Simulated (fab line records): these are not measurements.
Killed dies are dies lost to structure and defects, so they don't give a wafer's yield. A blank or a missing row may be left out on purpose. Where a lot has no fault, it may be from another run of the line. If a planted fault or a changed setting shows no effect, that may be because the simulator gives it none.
fab line records	flow sky130
record: lots: 6	wafers: 18	last-day: 50
route steps=708 shown NWELL@65 PAD_OPEN@708
lots untouched by any fault: they come from a run of this same line in which no faults occurred
start-h: hours from the record's opening day to when the first of the lot's shown wafers began	wait-h: hours elapsed since this lot's preceding step	" unchanged from the row above	L1.1+2: a single row standing in for several wafers	- no value, or no start given	* or withheld: withheld	< > ~ a bound
route shown NAME@n: a module of which the file shows steps, and the number in the route of the first	usual: mean/standard deviation taken from wafers without a fault	same: alike in all rows	chamber/n: place in a boat	sites: readings site by site	_std_site: the values' standard deviation	_edge_site: the outer-site mean with the inner-site mean subtracted	radius-mm: how far each site lies from the wafer's centre	mask NAME#n: copy n	behind: tool/chamber where the wafer was last shaped	hold: the reason the lot was held/the length of the hold in hours/how it ended	device: the n, p or np transistor that did not switch	end of line: the tests these same wafers got at the end of their route	for a step that has no rows: nothing shown but its recipe	killed: dies lost to structure and defects at the first sort, not the wafer's yield	map: per-die view of a wafer (x killed, . not killed, _ where there is no die)
set.NAME: the setting that was run; set.NAME@STEP: the one run at that earlier step	model.NAME: the simulator's own value behind a step, which no gauge read
a table for each step, a row for each wafer; lots at some steps of the route
services: a tool's chamber out of use, with start hour (start-h, from the record's first day; less than 0 if before it), hours out, and reason
== steps ==
step: SKY_NWELL_IMPLANT_12
recipe: species: P	energy-kev: 120	dose-cm2: 1.3e+12	tilt-deg: withheld
step: SKY_NWELL_IMPLANT_13
recipe: species: P	energy-kev: 50	dose-cm2: 7e+11	tilt-deg: withheld
step: SKY_NWELL_STRIP_14
recipe: chemistry: O2/N2	power-w: 1400	pressure-mtorr: 1500	platen-temp-c: withheld	o2-flow-sccm: 3000	n2-flow-sccm: 300	overash-fraction: 0.5
usual: drypump-motor-current-A: 5.6/0.5	oes-product-au: 0.722/0.0044	strip-time-to-endpoint-s: 36.89/0.096
lot.wafer	tool	chamber	start-h	wait-h	drypump-motor-current-A	oes-product-au	rf-hours-counter-h	strip-time-to-endpoint-s
L875.2	plasma-asher-02	0	122.51	0.1	6.3	0.728	40	36.88
L875.5	"	0	"	"	6.4	0.723	-	36.81
L875.6	"	1	"	"	5.6	0.721	-	36.81
L879.3	plasma-asher-02	0	144.74	0.1	6.3	0.717	-	37.00
L879.4	"	1	"	"	5.6	0.720	-	37.02
L879.5	"	1	"	"	5.6	0.720	-	37.04
L880.1	plasma-asher-04	1	149.69	0.1	4.7	0.727	3	36.91
L880.2	"	0	"	"	5.9	0.729	3	36.78
L880.6	"	0	"	"	5.9	0.719	-	36.90
L886.2	plasma-asher-02	1	187.06	0.1	5.5	0.724	46	36.84
L886.4	"	0	"	"	6.4	0.729	-	36.96
L886.6	"	0	"	"	6.3	0.731	-	36.81
L888.1	plasma-asher-04	0	194.49	0.1	5.9	0.715	8	36.79
L888.4	"	1	"	"	4.7	0.719	-	36.88
L888.5	"	1	"	"	4.7	0.718	-	36.95
L892.1	plasma-asher-04	0	225.19	0.1	5.9	0.714	11	36.97
L892.5	"	1	"	"	4.7	0.720	-	37.09
L892.6	"	0	"	"	5.9	0.718	-	37.07
step: SKY_NWELL_TW_MEAS_15
usual: NWELL_TW: 1814/7.2
lot.wafer	tool	chamber	start-h	wait-h	NWELL_TW
L875.2	film-metro-04	-	122.62	0.1	1825
L875.5	"	-	"	"	1822
L875.6	"	-	"	"	1818
L879.3	film-metro-03	-	144.83	0.1	1828
L879.4	"	-	"	"	1827
L879.5	"	-	"	"	1824
L880.1	film-metro-02	-	149.79	0.1	1815
L880.2	"	-	"	"	1812
L880.6	"	-	"	"	1822
L886.2	film-metro-02	-	187.17	0.1	1833
L886.4	"	-	"	"	1815
L886.6	"	-	"	"	1819
L888.1	film-metro-04	-	194.59	0.1	1811
L888.4	"	-	"	"	1817
L888.5	"	-	"	"	1807
L892.1	film-metro-03	-	225.29	0.1	1819
L892.5	"	-	"	"	1810
L892.6	"	-	"	"	1822
step: SKY_NWELL_DEHYDRATE_16
recipe: temp-c: 200	time-s: 60
step: SKY_NWELL_HMDS_17
recipe: prime-time-s: 60	prime-temp-c: 120
step: SKY_NWELL_COAT_18
recipe: spin-rpm: 2000	resist-thk-nm: 3000
step: SKY_NWELL_SOFTBAKE_19
recipe: temp-c: 110	time-s: withheld
step: SKY_NWELL_EXPOSE_20
recipe: mask-id: NWM_COMPLEMENT	na: 0.6	source-shape: conventional	sigma-outer: 0.6	polarization: unpolarized	target-cd-nm: 840	dose-mj: 260
step: SKY_NWELL_PEB_21
recipe: temp-c: 115	time-s: withheld
step: SKY_NWELL_DEVELOP_22
recipe: wall-angle-deg: 90	developer: TMAH	develop-time-s: 60	dev-temp-c: 23
step: SKY_NWELL_OVL_MEAS_23
usual: NWELL_01_OVL: -0.1/1.6
lot.wafer	tool	chamber	start-h	wait-h	NWELL_01_OVL[nm]
L875.2	overlay-02	-	141.38	-	-2.3
L875.5	"	-	"	"	-1.9
L875.6	"	-	"	"	-1.4
L879.3	overlay-02	-	163.97	-	1.5
L879.4	"	-	"	"	0.8
L879.5	"	-	"	"	1.2
L880.1	overlay-01	-	169.39	-	0.4
L880.2	"	-	"	"	2.6
L880.6	"	-	"	"	0.8
L886.2	overlay-02	-	208.74	-	-1.4
L886.4	"	-	"	"	-1.6
L886.6	"	-	"	"	-1.7
L888.1	overlay-01	-	216.58	-	-1.5
L888.4	"	-	"	"	-0.6
L888.5	"	-	"	"	-1.1
L892.1	overlay-01	-	248.66	-	-2.2
L892.5	"	-	"	"	-3.7
L892.6	"	-	"	"	-1.3
step: SKY_NWELL_IMPLANT_24
recipe: species: B	energy-kev: 140	dose-cm2: 9.2e+12	tilt-deg: withheld
usual: dose-ions-cm2: 9.199e+12/9.6e+09	faraday-current-uA: 51.8/1
lot.wafer	tool	chamber	start-h	wait-h	dose-ions-cm2	faraday-current-uA
L875.2	implanter-03	0	141.43	0.0	9.185e+12	50.5
L875.5	"	0	"	"	9.19e+12	53.2
L875.6	"	0	"	"	9.191e+12	51.3
L879.3	implanter-03	0	164.04	0.1	9.192e+12	52.4
L879.4	"	0	"	"	9.172e+12	53.2
L879.5	"	0	"	"	9.175e+12	51.6
L880.1	implanter-02	0	169.42	0.0	9.203e+12	52.5
L880.2	"	0	"	"	9.2e+12	51.9
L880.6	"	0	"	"	9.193e+12	51.0
L886.2	implanter-02	0	208.80	0.0	4.457e+12	24.8
L886.4	"	0	"	"	4.454e+12	24.7
L886.6	"	0	"	"	4.462e+12	24.1
L888.1	implanter-02	0	216.62	0.0	4.46e+12	25.3
L888.4	"	0	"	"	4.464e+12	25.4
L888.5	"	0	"	"	4.467e+12	24.5
L892.1	implanter-01	0	248.69	0.0	9.2e+12	51.5
L892.5	"	0	"	"	9.199e+12	51.9
L892.6	"	0	"	"	9.198e+12	51.2
step: SKY_NWELL_STRIP_25
recipe: chemistry: O2/N2	power-w: 1400	pressure-mtorr: 1500	platen-temp-c: withheld	o2-flow-sccm: 3000	n2-flow-sccm: 300	overash-fraction: 0.5
usual: drypump-motor-current-A: 5.5/0.44	oes-product-au: 0.722/0.0047	strip-time-to-endpoint-s: 36.92/0.12
lot.wafer	tool	chamber	start-h	wait-h	drypump-motor-current-A	oes-product-au	rf-hours-counter-h	strip-time-to-endpoint-s
L875.2	plasma-asher-03	0	141.56	0.1	5.5	0.717	33	36.97
L875.5	"	0	"	"	5.6	0.723	-	36.89
L875.6	"	1	"	"	5.4	0.719	-	36.94
L879.3	plasma-asher-02	1	164.18	0.1	5.6	0.725	-	37.07
L879.4	"	0	"	"	6.3	0.718	-	36.89
L879.5	"	1	"	"	5.6	0.717	-	36.99
L880.1	plasma-asher-03	1	169.57	0.1	5.3	0.729	36	36.94
L880.2	"	0	"	"	5.5	0.728	36	36.93
L880.6	"	1	"	"	5.3	0.718	-	36.99
L886.2	plasma-asher-03	1	208.92	0.1	5.3	0.722	40	36.68
L886.4	"	1	"	"	5.3	0.724	-	36.81
L886.6	"	1	"	"	5.3	0.724	-	36.78
L888.1	plasma-asher-03	1	216.77	0.1	5.3	0.718	40	36.90
L888.4	"	0	"	"	5.6	0.732	-	36.69
L888.5	"	1	"	"	5.3	0.722	-	36.86
L892.1	plasma-asher-04	0	248.84	0.1	5.9	0.717	13	36.79
L892.5	"	1	"	"	4.7	0.715	-	36.82
L892.6	"	0	"	"	5.9	0.719	-	36.84
step: SKY_NWELL_TW_MEAS_26
usual: NWELL_2_TW: 495.8/2.4
lot.wafer	tool	chamber	start-h	wait-h	NWELL_2_TW
L875.2	film-metro-02	-	141.67	0.1	493.4
L875.5	"	-	"	"	493.7
L875.6	"	-	"	"	494.0
L879.3	film-metro-02	-	164.26	0.1	498.2
L879.4	"	-	"	"	497.6
L879.5	"	-	"	"	496.8
L880.1	film-metro-04	-	169.67	0.1	495.2
L880.2	"	-	"	"	494.9
L880.6	"	-	"	"	494.2
L886.2	film-metro-04	-	209.03	0.1	396.1
L886.4	"	-	"	"	397.7
L886.6	"	-	"	"	397.4
L888.1	film-metro-03	-	216.87	0.1	398.5
L888.4	"	-	"	"	400.8
L888.5	"	-	"	"	399.5
L892.1	film-metro-02	-	248.94	0.1	489.7
L892.5	"	-	"	"	495.1
L892.6	"	-	"	"	491.8
step: SKY_NWELL_CLEAN_27
recipe: chemistry: SC1/SC2	mix: 1:4:20	temp-c: 70	time-s: 150	dry: n2-spin
step: SKY_PAD_OPEN_PROBE_99
usual: killed_at_M0_to_M3: 43/7.1	killed_at_M4_up: 3.1/1.7	killed-at-contacts: 23/5.1	killed-at-front-end: 14/4.4	killed-at-other: 0.3/0.47	killed-dies: 84/9.9	killed-open: 45/6.6	killed-short: 38/6.8
same: gross-dies: 492	killed-at-back-side: 0
lot.wafer	tool	chamber	start-h	wait-h	killed_at_M0_to_M3	killed_at_M4_up	killed-at-contacts	killed-at-front-end	killed-at-other	killed-dies	killed-open	killed-short	model.etest.pfet_16v.r-on-ohm-um	model.etest.res-iso-pwell.rs-ohm-sq	model.etest.res-pwell-under-gate.rs-ohm-sq	model.etest.res-iso-pwell.line-ohm-um	model.etest.nfet_16v.r-on-ohm-um	model.etest.pfet_16v.drive-ua-um	model.etest.tip_n_5v.rs-ohm-sq	model.etest.res-pwell-under-gate.rs-ohm-sq-range
L875.2	prober-02	-	1120.66	0.1	44	4	21	14	0	83	48	35	1.497e+04	2763	2275	1040	1.36e+04	249.3	1399	52.05
L875.5	prober-02	-	1120.81	0.2	29	6	33	18	1	87	45	42	1.491e+04	2823	2282	1062	1.366e+04	246.6	1402	59.55
L875.6	prober-02	-	1120.86	0.2	38	3	16	18	1	76	44	32	1.52e+04	2986	2266	1104	1.364e+04	247.4	1395	49.12
L879.3	prober-01	-	1138.53	0.2	47	4	21	14	0	86	53	33	1.494e+04	2852	2247	1073	1.379e+04	245	1383	85.14
L879.4	prober-01	-	1138.58	0.2	46	4	24	13	0	87	48	39	1.506e+04	2943	2260	1121	1.397e+04	246	1386	74.25
L879.5	prober-01	-	1138.63	0.2	49	1	24	8	0	82	47	35	1.534e+04	3084	2255	1182	1.403e+04	243	1385	62.84
L880.1	prober-02	-	1143.80	0.1	52	3	23	19	0	97	58	39	1.542e+04	3070	2304	1175	1.433e+04	243.6	1357	67.1
L880.2	prober-02	-	1143.85	0.1	46	3	31	9	0	89	52	37	1.526e+04	3014	2307	1129	1.425e+04	244.8	1373	43.71
L880.6	prober-02	-	1144.05	0.2	51	1	28	12	0	92	49	43	1.541e+04	3119	2298	1171	1.426e+04	246.2	1355	76.98
L886.2	prober-01	-	1178.23	0.1	43	1	24	7	0	75	43	32	2.277e+04	5707	3708	2178	1.36e+04	142.9	1324	116.8
L886.4	prober-01	-	1178.33	0.2	64	3	19	17	0	103	53	50	2.366e+04	6164	3679	2388	1.387e+04	134.5	1334	119.6
L886.6	prober-01	-	1178.43	0.2	44	2	29	19	1	95	39	56	2.243e+04	5558	3644	2150	1.364e+04	144.9	1328	130
L888.1	prober-02	-	1179.59	0.1	43	5	31	9	1	89	50	39	-	-	-	-	-	-	-	-
L888.4	prober-02	-	1179.74	0.2	41	4	21	8	0	74	46	28	-	-	-	-	-	-	-	-
L888.5	prober-02	-	1179.79	0.2	30	2	21	10	0	63	42	21	-	-	-	-	-	-	-	-
L892.1	prober-02	-	1202.99	0.1	35	1	23	11	0	70	36	34	1.518e+04	2850	2270	1078	1.419e+04	244.7	1387	48.35
L892.5	prober-02	-	1203.19	0.2	46	4	20	13	0	83	46	37	1.514e+04	2909	2272	1096	1.423e+04	246.5	1386	60.71
L892.6	prober-02	-	1203.24	0.2	34	1	28	15	0	78	45	33	1.532e+04	3003	2296	1137	1.422e+04	244.6	1394	38.71
killed by level:class
L875.2 LI_CONTACT:geometric-particle:open=9 VIA1:geometric-particle:open=9 VIA2:geometric-particle:open=8 FIELD_ISO:geometric-particle:open=6 METAL1:geometric-particle:short=6 VIA3:geometric-particle:open=6 METAL2:geometric-particle:short=5 CONTACT:geometric-particle:short=4
L875.5 CONTACT:geometric-particle:open=14 LI_CONTACT:geometric-particle:open=8 VIA1:geometric-particle:open=7 POLY_GATE:geometric-particle:short=6 LOCAL_INTERCONNECT:geometric-particle:short=5 FIELD_ISO:geometric-particle:short=4 POLY_GATE:geometric-particle:open=4 METAL1:geometric-particle:short=4
L875.6 VIA1:geometric-particle:open=11 CONTACT:geometric-particle:open=7 METAL2:geometric-particle:short=7 LI_CONTACT:geometric-particle:open=6 FIELD_ISO:geometric-particle:open=5 POLY_GATE:geometric-particle:open=5 POLY_GATE:geometric-particle:short=4 VIA3:geometric-particle:open=4
L879.3 VIA2:geometric-particle:open=11 CONTACT:geometric-particle:open=10 VIA1:geometric-particle:open=10 VIA3:geometric-particle:open=6 METAL1:geometric-particle:short=6 POLY_GATE:geometric-particle:short=4 LI_CONTACT:geometric-particle:open=4 METAL2:geometric-particle:short=4
L879.4 VIA1:geometric-particle:open=10 CONTACT:geometric-particle:open=8 METAL1:geometric-particle:short=7 METAL2:geometric-particle:short=6 LI_CONTACT:geometric-particle:open=5 VIA2:geometric-particle:open=5 VIA3:geometric-particle:open=5 CONTACT:geometric-particle:short=4
L879.5 VIA1:geometric-particle:open=13 LI_CONTACT:geometric-particle:open=10 METAL1:geometric-particle:short=7 VIA3:geometric-particle:open=6 VIA2:geometric-particle:open=6 LI_CONTACT:geometric-particle:short=5 CONTACT:geometric-particle:open=5 VIA1:geometric-particle:short=4
L880.1 VIA1:geometric-particle:open=19 CONTACT:geometric-particle:open=10 METAL1:geometric-particle:short=8 POLY_GATE:geometric-particle:open=6 LI_CONTACT:geometric-particle:open=6 POLY_GATE:geometric-particle:short=5 METAL2:geometric-particle:short=5 FIELD_ISO:geometric-particle:open=4
L880.2 CONTACT:geometric-particle:open=16 VIA3:geometric-particle:open=9 LI_CONTACT:geometric-particle:open=7 VIA1:geometric-particle:open=7 VIA2:geometric-particle:open=7 CONTACT:geometric-particle:short=5 METAL3:geometric-particle:short=5 VIA3:geometric-particle:short=4
L880.6 VIA1:geometric-particle:open=14 CONTACT:geometric-particle:open=11 VIA3:geometric-particle:open=9 LOCAL_INTERCONNECT:geometric-particle:short=7 VIA2:geometric-particle:open=6 LI_CONTACT:geometric-particle:open=5 VIA1:geometric-particle:short=5 POLY_GATE:geometric-particle:short=4
L886.2 VIA3:geometric-particle:open=9 CONTACT:geometric-particle:open=9 LI_CONTACT:geometric-particle:open=6 VIA1:geometric-particle:open=6 METAL3:geometric-particle:short=6 CONTACT:geometric-particle:short=5 METAL2:geometric-particle:short=5 VIA2:geometric-particle:open=5
L886.4 VIA1:geometric-particle:open=18 VIA2:geometric-particle:open=9 LOCAL_INTERCONNECT:geometric-particle:short=7 METAL2:geometric-particle:short=7 VIA3:geometric-particle:open=6 CONTACT:geometric-particle:open=5 VIA1:geometric-particle:short=5 METAL3:geometric-particle:short=5
L886.6 LOCAL_INTERCONNECT:geometric-particle:short=12 FIELD_ISO:geometric-particle:short=8 CONTACT:geometric-particle:open=8 METAL2:geometric-particle:short=7 VIA3:geometric-particle:short=7 VIA3:geometric-particle:open=7 VIA1:geometric-particle:open=6 LI_CONTACT:geometric-particle:open=4
L888.1 CONTACT:geometric-particle:open=13 VIA1:geometric-particle:open=13 VIA1:geometric-particle:short=11 LI_CONTACT:geometric-particle:open=8 METAL1:geometric-particle:short=5 CONTACT:geometric-particle:short=5 VIA2:geometric-particle:open=4 METAL3:geometric-particle:short=4
L888.4 VIA1:geometric-particle:open=19 CONTACT:geometric-particle:open=9 VIA3:geometric-particle:open=5 LI_CONTACT:geometric-particle:open=5 CONTACT:geometric-particle:short=5 METAL1:geometric-particle:short=4 FIELD_ISO:geometric-particle:short=3 VIA1:geometric-particle:short=3
L888.5 VIA1:geometric-particle:open=10 LI_CONTACT:geometric-particle:open=9 CONTACT:geometric-particle:open=5 VIA3:geometric-particle:open=5 CONTACT:geometric-particle:short=4 VIA2:geometric-particle:open=4 SPACER:geometric-particle:open=3 METAL2:geometric-particle:short=3
L892.1 LI_CONTACT:geometric-particle:open=8 VIA2:geometric-particle:open=7 CONTACT:geometric-particle:open=6 LOCAL_INTERCONNECT:geometric-particle:short=5 METAL1:geometric-particle:short=5 VIA1:geometric-particle:open=5 VIA1:geometric-particle:short=4 POLY_GATE:geometric-particle:short=3
L892.5 VIA1:geometric-particle:open=15 CONTACT:geometric-particle:open=7 METAL2:geometric-particle:short=7 FIELD_ISO:geometric-particle:open=5 CONTACT:geometric-particle:short=5 METAL1:geometric-particle:short=4 LI_CONTACT:geometric-particle:open=4 LOCAL_INTERCONNECT:geometric-particle:short=4
L892.6 LI_CONTACT:geometric-particle:open=10 CONTACT:geometric-particle:open=8 VIA1:geometric-particle:open=7 METAL1:geometric-particle:short=7 VIA2:geometric-particle:open=7 LI_CONTACT:geometric-particle:short=5 FIELD_ISO:geometric-particle:open=4 VIA3:geometric-particle:open=4
== services ==
tool	chamber	start-h	hours	kind
plasma-asher-04	-	108.75	9.0	pm
plasma-asher-04	0	108.75	9.0	vent-cycle
plasma-asher-04	1	108.75	9.0	vent-cycle
implanter-03	-	116.91	1.0	repair
plasma-asher-04	0	117.75	-	clean
plasma-asher-04	1	117.75	-	clean
implanter-03	-	132.59	3.5	pm
plasma-asher-02	-	193.87	1.8	repair
implanter-01	-	207.55	9.7	pm
implanter-01	-	217.20	2.9	pm
implanter-01	-	237.98	3.6	pm
== key ==
first-sign: step: SKY_NWELL_IMPLANT_24	reading: dose-ions-cm2	direction: down	sigmas: 99+	usual: *	struck: *
effect: step: SKY_NWELL_IMPLANT_24	reading: faraday-current-uA	direction: down	sigmas: 26	usual: 51.8	struck: 24.8
effect: step: SKY_NWELL_TW_MEAS_26	reading: NWELL_2_TW	direction: down	sigmas: 40	usual: 495.8	struck: 398.3
model-effect: step: SKY_PAD_OPEN_PROBE_99	value: etest.pfet_16v.r-on-ohm-um	without: 1.5e+04	struck: 2.295e+04
met-at SKY_NWELL_IMPLANT_24
struck-wafers L886.2,L886.4,L886.6,L888.1,L888.4,L888.5
tester-left-out L886,L888
onset-between 169.42 208.80
fault: kind: process-parameter-drift	tool: implanter-02	chamber: -	onset-h: 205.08	steps: SKY_NWELL_IMPLANT_24	channel: dose-cm2	offset: *	shape: step	end-h: 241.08	acts-in: *	stated: *
tester-left-out: of these lots the tester's yield and bins aren't shown, on N5 and GAA mostly nor the transistor test; their killed dies are dies lost to structure and defects alone, not to doping, threshold or leakage, so they don't give the yield
